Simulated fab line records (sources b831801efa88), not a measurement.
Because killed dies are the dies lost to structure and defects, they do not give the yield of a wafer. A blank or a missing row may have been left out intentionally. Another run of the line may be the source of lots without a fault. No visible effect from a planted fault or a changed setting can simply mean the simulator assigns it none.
2 desks, one fault + flow sky130 + only its own numbers are on each desk; what lay behind them is given at the end

== AT THE METROLOGY DESK ==
Means of the sampled wafers that have a number, per lot and without regard to the tool the lot ran on: this is what the gauges read. The brackets show how far a lot's mean lies from the usual mean; more than 4 standard deviations puts the lot out of limits, marked OUT.
Columns: A = NWELL_00_OVL at SKY_NWELL_OVL_MEAS_10, usual -0.6 nm; B = NWELL_01_OVL at SKY_NWELL_OVL_MEAS_23, usual -0.7 nm
| lot  | first seen here | A    | B    |
|------|-----------------|------|------|
| L320 | day 4 13:37     | -1.1 | -0.6 |
| L321 | day 4 20:49     | -0.6 | 0.2  |
| L322 | day 5 05:12     | -1.3 | -1.3 |
| L323 | day 5 15:01     | -2.1 | -2.4 |
| L325 | day 6 04:40     | -1.5 | 0.3  |
| L326 | day 6 08:28     | -0.7 | 0.2  |
| L328 | day 6 13:06     | -1.4 | 1.4  |
| L327 | day 6 13:28     | -0.5 | -1.8 |
| L333 | day 7 14:23     | -0.3 | 0.1  |
| L335 | day 7 23:25     | -1.8 | 0.3  |
| L338 | day 8 19:55     | 0.0  | -1.2 |
| L340 | day 9 09:22     | -2.3 | -1.1 |
| L343 | day 10 01:07    | -0.3 | -0.4 |
Finding of this desk: none of the 13 lots has anything out of limits.

== DESK OF THE TOOL OWNER: rie-si-01 ==
The tool's own readings at SKY_FIELD_ISO_ETCH_17 (etches Si in HBr/Cl2/O2, target depth 342 nm, time 97.7 s): means of the sampled wafers that have a number, for each lot that ran on this tool. The brackets show how far a lot's mean lies from the usual mean; more than 4 standard deviations puts the lot out of limits, marked OUT.
Columns: A = drypump-motor-current-A at SKY_FIELD_ISO_ETCH_17, usual 5.8 A; B = oes-product-au at SKY_FIELD_ISO_ETCH_17, usual 0.998 a.u.; C = run-length-s at SKY_FIELD_ISO_ETCH_17, usual 125.9 s; D = throttle-valve-pct at SKY_FIELD_ISO_ETCH_17, usual 25.657 %
| lot  | first seen here | A   | B     | C               | D      |
|------|-----------------|-----|-------|-----------------|--------|
| L320 | day 2 08:13     | 5.9 | 1.002 | 125.8           | 25.648 |
| L321 | day 2 12:06     | 6.1 | 1.009 | 126.2           | 25.656 |
| L326 | day 3 19:01     | 6.1 | 0.992 | 126.3           | 25.663 |
| L328 | day 3 23:53     | 5.8 | 1.013 | 125.8           | 25.653 |
| L333 | day 5 00:50     | 6.3 | 1.007 | 120.8 (-13) OUT | 25.648 |
This desk's verdict: out of limits on L333, starting with L333 at day 5 00:50 (run-length-s at SKY_FIELD_ISO_ETCH_17). Within limits: L320, L321, L326, L328.

== BROUGHT TOGETHER ==
The tool owner's desk could have raised an alarm at day 5 00:50, on L333.
At the metrology desk, nothing out of limits was observed.
The metrology desk holds a record of L333, inside its limits.
All the named lots went through SKY_FIELD_ISO_ETCH_17 on rie-si-01.

== WHAT THE SIMULATOR HAD INSERTED ==
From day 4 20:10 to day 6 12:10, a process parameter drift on rie-si-01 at SKY_FIELD_ISO_ETCH_17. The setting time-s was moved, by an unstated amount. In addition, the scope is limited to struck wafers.
Struck lots among those shown: L333.
How many hours passed from the start of the fault until each desk's first out-of-limits reading: the tool owner's desk, 5.
